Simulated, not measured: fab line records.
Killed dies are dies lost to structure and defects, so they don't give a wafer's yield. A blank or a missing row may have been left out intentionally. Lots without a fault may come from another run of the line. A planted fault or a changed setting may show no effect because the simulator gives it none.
Problem report in the 8D (eight disciplines) form, filled by code + flow sky130 + the parts of the form that need people (team, actions taken, sign-off) are left out

== 1. WHAT IS WRONG ==
Wafers without a fault read 0.9 %, standard deviation 0.38; sort_bin_3_pad_short at SKY_PAD_OPEN_PROBE_99 reads a mean of 4.3 % on 6 wafers belonging to 2 lots. Measured from the usual mean, that is +9.0 standard deviations.
First seen on wafer L262.1, day 48 14:40, on prober-02. The record has a number at this step for 36 wafers belonging to 12 lots. Rule for "out", or "out of limits": more than 4 standard deviations from the usual mean. The rest of the wafers with a number are treated as sound.

== 2. WHAT IT IS AND WHAT IT IS NOT ==
| question                    | is                                                                                                       | is not                                                                    |
|-----------------------------|----------------------------------------------------------------------------------------------------------|---------------------------------------------------------------------------|
| which readings at this step | sort_bin_3_pad_short, defect_limited_yield, killed_at_M0_to_M3, killed_dies, sort_n_pass, sort_yield_pct | killed_at_M4_up, killed_at_contacts, killed_at_front_end                  |
| which lots                  | L262, L264                                                                                               | L253, L254, L255, L256, L258, L259, L260, L261, L263, L273                |
| which wafers of those lots  | all that have a number                                                                                   | -                                                                         |
| read on which tools         | prober-02                                                                                                | prober-01                                                                 |
| when                        | from day 48 14:40                                                                                        | up to then (24 sound wafers); but 6 sound wafers of L263, L273 came after |

== 3. WHAT RULES OUT EACH SUSPECT ==
Counting: any tool at a process step up to the reading is kept as a suspect provided that every lot that is out went through it and no sound lot did after the first of them.
- wet_bench-04 at SKY_VIA3_STRIP_17 (strips in post etch residue remover, time 1200 s): kept. Every lot that is out went through it, starting with L262 (day 43 02:59), and after that it ran no sound lot; the last sound lot it ran before then is L261 (day 42 20:17).
- pvd_sputter-01 at SKY_METAL5_SPUTTER_01 (material TiN, target thk 20 nm, time 16.7 s): kept. Every lot that is out went through it, starting with L262 (day 46 00:40), and after that it ran no sound lot; the last sound lot it ran before then is L261 (day 45 19:58).
- plasma_asher-03 at SKY_PAD_OPEN_STRIP_08 (strips in O2/N2): kept. Every lot that is out went through it, starting with L262 (day 48 12:28), and after that it ran no sound lot; the last sound lot it ran before then is L258 (day 47 22:32).
- prober-02 at SKY_PAD_OPEN_PROBE_99: ruled out as a lasting fault. Sound lots L273 ran on it after its first lot that is out, L262 (day 48 14:40).
After the count, these remain: wet_bench-04 at SKY_VIA3_STRIP_17, pvd_sputter-01 at SKY_METAL5_SPUTTER_01 and plasma_asher-03 at SKY_PAD_OPEN_STRIP_08.

== 4. THE CAUSE (what the simulator had put in) ==
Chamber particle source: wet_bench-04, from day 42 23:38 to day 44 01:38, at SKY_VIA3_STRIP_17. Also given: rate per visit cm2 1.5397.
Counting left 3 suspects, and this tool is among them.

== 5. THE EFFECT CHAIN, in route order ==
Rows list readings where the struck wafers' mean (over those with a number) sits beyond 3 standard deviations from the usual. Only readings for which the record gives a usual standard deviation are gone through. hours: the time from each lot's start at the first step in this table that gives one to its start at this step, as a median over the lots. sigmas: the change in usual standard deviations.
| hours | step                  | reading              | usual  | on struck wafers | change | sigmas |
|-------|-----------------------|----------------------|--------|------------------|--------|--------|
| 0     | SKY_PAD_OPEN_PROBE_99 | defect_limited_yield | 82.4 % | 72.4             | -10.0  | -5.3   |
| 0     | SKY_PAD_OPEN_PROBE_99 | killed_at_M0_to_M3   | 43     | 98               | +54    | +7.7   |
| 0     | SKY_PAD_OPEN_PROBE_99 | killed_dies          | 86     | 136              | +50    | +5.4   |
| 0     | SKY_PAD_OPEN_PROBE_99 | sort_bin_3_pad_short | 0.9 %  | 4.3              | +3.4   | +9.0   |
| 0     | SKY_PAD_OPEN_PROBE_99 | sort_bin_5_function  | 10.4 % | 16.2             | +5.8   | +3.9   |
| 0     | SKY_PAD_OPEN_PROBE_99 | sort_n_pass          | 406    | 356              | -50    | -5.4   |
| 0     | SKY_PAD_OPEN_PROBE_99 | sort_yield_pct       | 82.4 % | 72.4             | -10.0  | -5.3   |
The process steps in it:
- SKY_PAD_OPEN_PROBE_99

== 6. WHAT WOULD HAVE CAUGHT IT SOONER ==
The fault began at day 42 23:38; the first out-of-limits reading in this record came at day 48 14:40, 135 hours later.
Each of the lots that are out, 2 in all, had begun SKY_VIA3_STRIP_17 on wet_bench-04 no later than day 48 14:40. Holding the tool at that point would not have protected any of them.
